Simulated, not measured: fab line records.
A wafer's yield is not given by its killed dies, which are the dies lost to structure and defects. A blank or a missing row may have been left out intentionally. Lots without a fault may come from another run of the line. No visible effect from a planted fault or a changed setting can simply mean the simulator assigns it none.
Problem report, 8D (eight disciplines) form, completed by code -- flow gf180mcu -- the parts of the form that need people (team, actions taken, sign-off) are left out

== 1. WHAT IS WRONG ==
Wafers free of any fault read 1435 (standard deviation 6.9) for HV_LDD_3_TW at GF_HV_LDD_TW_MEAS_38, against a mean of 1372 on 9 wafers of 3 lots. That puts it -9.2 standard deviations away from the usual mean.
Earliest sighting: wafer L922.2 on film-metro-03 at day 13 12:10. The record has a number at this step for 39 wafers belonging to 13 lots. Rule for "out", or "out of limits": more than 4 standard deviations from the usual mean. The rest of the wafers with a number are treated as sound.

== 2. WHAT THIS IS AND IS NOT ==
question,is,is not
which readings at this step,HV_LDD_3_TW,-
which lots,"L922, L923, L926","L916, L919, L921, L924, L928, L930, L931, L934, L938, L939"
which wafers of those lots,all that have a number,-
read on which gauges,"film-metro-01, film-metro-03",film-metro-02
when,from day 13 12:10,"up to then (9 sound wafers); but 21 sound wafers of L924, L928, L930, L931, L934, L938, L939 came after"

== 3. THE SUSPECTS, EACH WITH WHAT RULES IT OUT ==
Counting: a tool at any process step up to the reading remains a suspect when it ran all the lots that are out and ran no sound lot after the first of those.
- the gauge at GF_HV_LDD_TW_MEAS_38: ruled out. The wafers that are out were read on 2 gauges (film-metro-01, film-metro-03).
- implanter-01 at GF_HV_LDD_IMPLANT_34: ruled out as a lasting fault. Sound lots L934, L938, L939 ran on it after its first lot that is out, L922 (day 13 11:28).
Left after counting: nothing in the record.

== 4. THE CAUSE (what the simulator had put in) ==
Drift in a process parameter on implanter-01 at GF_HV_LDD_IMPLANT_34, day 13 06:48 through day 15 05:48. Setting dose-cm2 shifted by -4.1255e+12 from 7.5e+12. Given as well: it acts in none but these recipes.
It was ruled out by counting, in error; the rule expects a fault to strike all lots run on its tool from its start on, and this fault did not.

== 5. THE EFFECT CHAIN, in route order ==
Each row: a reading where the mean over the struck wafers with a number is more than 3 standard deviations away from the usual. Readings are gone through only where the record gives a usual standard deviation; hours: the median, over the lots, of the time from a lot's start at the first step in this table giving one to that lot's start at this step; sigmas: the change measured in usual standard deviations.
hours,step,reading,usual,on struck wafers,change,sigmas
0,GF_HV_LDD_IMPLANT_34,dose-ions-cm2,7.499e+12,3.377e+12,-4.122e+12,-99 or more
0,GF_HV_LDD_IMPLANT_34,faraday-current-uA,42.4,19.3,-23.1,-26
1,GF_HV_LDD_TW_MEAS_38,HV_LDD_3_TW,1435,1372,-63,-9.2
22,GF_HV_LDD_RS_MEAS_53,HV_LDD_RS,418.8 ohm/sq,430.1,+11.3,+12
It contains these process steps:
- GF_HV_LDD_IMPLANT_34

== 6. WHAT WOULD HAVE CAUGHT IT SOONER ==
The first out-of-limits reading at a measuring or inspecting step in this record came at day 13 12:10, 5 hours after the fault's start at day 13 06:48.
At GF_HV_LDD_IMPLANT_34, the tool's own readings (dose-ions-cm2, faraday-current-uA) were out on each struck wafer the step has a row for, so an alarm limit on them would have fired on the first such wafer.
